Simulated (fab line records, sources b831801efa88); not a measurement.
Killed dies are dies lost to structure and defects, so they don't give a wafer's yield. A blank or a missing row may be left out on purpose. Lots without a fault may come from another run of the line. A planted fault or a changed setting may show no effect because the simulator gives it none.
A struck lot beside a sound one | flow sky130 | 24 steps out of a route of 708
Sound: wafers L993.1, L993.2, L993.5. Struck: wafer L991.1. (L991.2, L991.4 of the same lot were not struck and are left out.) The cause comes at the end.
At each step with rows: each side's tool, then ch and its chambers, then its first start. Under that, the readings that differ: sound wafers | struck wafers | difference of the means | sigmas: that difference in standard deviations of wafers without a fault.
alike: readings whose means differ by less than 2 such deviations, and words and numbers that are the same on both sides. not compared: withheld readings, readings that some wafer has no value for, bounds like >300 that may hide the same value, and numbers for which the record gives no deviation and whose values overlap.
The two part at a step that has a row with sigmas, a row that says differs or no value, or rows on one side only. Numbers that don't overlap but have no deviation are shown without sigmas and don't part them. A reading that every wafer of one side lacks parts them only if that side has two wafers or more.

SKY_VIA3_CMP_02: polishes SiO2.
  sound on cmp-01 ch 1,3, day 42 18:43; struck on cmp-01 ch 0, day 42 13:58
  alike: motor_current_A, retaining_ring_pressure_frac
SKY_VIA3_BOW_MEAS_03:
  sound on film_metro-02, day 42 18:58; struck on film_metro-04, day 42 14:16
  alike: VIA3_BOW
then, 8 steps without rows for these wafers: SKY_VIA3_DEHYDRATE_04 (time 60 s); SKY_VIA3_HMDS_05 (prime time 60 s); SKY_VIA3_COAT_06 (resist thk 60 nm); SKY_VIA3_COAT_07 (resist thk 450 nm); SKY_VIA3_SOFTBAKE_08 (time 90 s); SKY_VIA3_EXPOSE_09 (exposes mask VIM3, target cd 200 nm); SKY_VIA3_PEB_10; SKY_VIA3_DEVELOP_11 (develop time 60 s).
SKY_VIA3_CD_MEAS_12: target cd 200 nm.
  sound on cd_sem-01, day 43 17:51; struck on cd_sem-02, day 43 13:42
  alike: cd_nm
SKY_VIA3_OVL_MEAS_13:
  sound on overlay-01, day 43 17:58; struck on overlay-01, day 43 13:49
  alike: VIA3_OVL
SKY_VIA3_ETCH_14: etches BARC in N2/H2, stops on SiO2, time 45.9 s, target depth 60 nm.
  sound on rie_diel-02 ch 0,1,3, day 43 18:00; struck on rie_diel-03 ch 1, day 43 13:51
  reading                                     | sound             | struck | difference | sigmas
  oes_product_au (a.u.)                       | 0.853 0.852 0.845 | 1.014  | +0.164     | +33
  run_length_s (s)                            | 74.8 73.6 74.3    | 46.1   | -28.1      | -64
  model.etch.depth_nm (nm)                    | 59.92 59.85 59.91 | 30.44  | -29.45     |
  model.KrF-thick_of_VIA3_COAT_07.thk_nm (nm) | 394 394.1 393.4   | 418.8  | +25.0      |
  model.VIA3.cd_nm (nm)                       | 201.9 201.5 200.3 | 195.2  | -6.0       |
  alike: drypump_motor_current_A, throttle_valve_pct
  not compared: rf_hours_counter_h
SKY_VIA3_ETCH_15: etches SiO2 in C4F8/O2/Ar, stops on TiN, target depth 507 nm, time 78 s.
  sound on rie_diel-02 ch 0,1,3, day 43 18:03; struck on rie_diel-03 ch 1, day 43 13:54
  reading                                     | sound             | struck | difference | sigmas
  oes_product_au (a.u.)                       | 0.943 0.945 0.945 | 0.371  | -0.573     | -99 or more
  model.KrF-thick_of_VIA3_COAT_07.thk_nm (nm) | 294.2 295.2 293.3 | 317.2  | +23.0      |
  alike: run_length_s
SKY_VIA3_STRIP_16: strips in O2/N2.
  sound on plasma_asher-03 ch 0,1, day 43 18:07; struck on plasma_asher-03 ch 1, day 43 13:58
  reading                      | sound          | struck | difference | sigmas
  strip_time_to_endpoint_s (s) | 4.16 4.17 4.15 | 4.40   | +0.24      | +7
  alike: drypump_motor_current_A, oes_product_au
  not compared: rf_hours_counter_h
then, 3 steps without rows for these wafers: SKY_VIA3_STRIP_17 (strips in post etch residue remover, time 1200 s); SKY_VIA3_CLEAN_18 (cleans in IPA, time 180 s); SKY_VIA3_CLEAN_19 (cleans in O3/DIW).
SKY_VIA3_SPUTTER_20: material TiN, target thk 20 nm, time 80 s.
  sound on pvd_sputter-02, day 43 18:46; struck on pvd_sputter-04, day 43 14:35
  alike: throttle_valve_pct
SKY_VIA3_CVD_21: deposits W, target thk 390 nm, time 117.31 s.
  sound on cvd_w-02 ch 0,1, day 43 18:49; struck on cvd_w-02 ch 0, day 43 14:38
  alike: chamber_pressure_Torr, heater_power_outer_w, heater_power_w
SKY_VIA3_CMP_24: polishes, stops on SiO2, t overpolish 20 s, target thk 0 nm.
  sound on cmp-01 ch 0,1, day 43 19:11; struck on cmp-01 ch 3, day 43 14:56
  alike: motor_current_A, retaining_ring_pressure_frac
SKY_METAL4_SPUTTER_00: material Ti, target thk 15 nm, time 10 s.
  the record has rows for the sound wafers here (pvd_sputter-04, day 43 19:26) and none for the struck ones
SKY_METAL4_SPUTTER_01: material TiN, target thk 20 nm, time 16.7 s.
  the record has rows for the sound wafers here (pvd_sputter-04, day 43 19:27) and none for the struck ones
SKY_METAL4_SPUTTER_02: material AlCu, target thk 735 nm, time 39.1 s.
  the record has rows for the sound wafers here (pvd_sputter-04, day 43 19:29) and none for the struck ones

WHERE THEY PART
First at SKY_VIA3_ETCH_14; last, within this record, at SKY_METAL4_SPUTTER_02.

WHY: what the simulator had put in
Process parameter drift: rie_diel-03, from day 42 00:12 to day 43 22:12, at SKY_VIA3_ETCH_14. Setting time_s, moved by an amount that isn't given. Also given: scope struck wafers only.
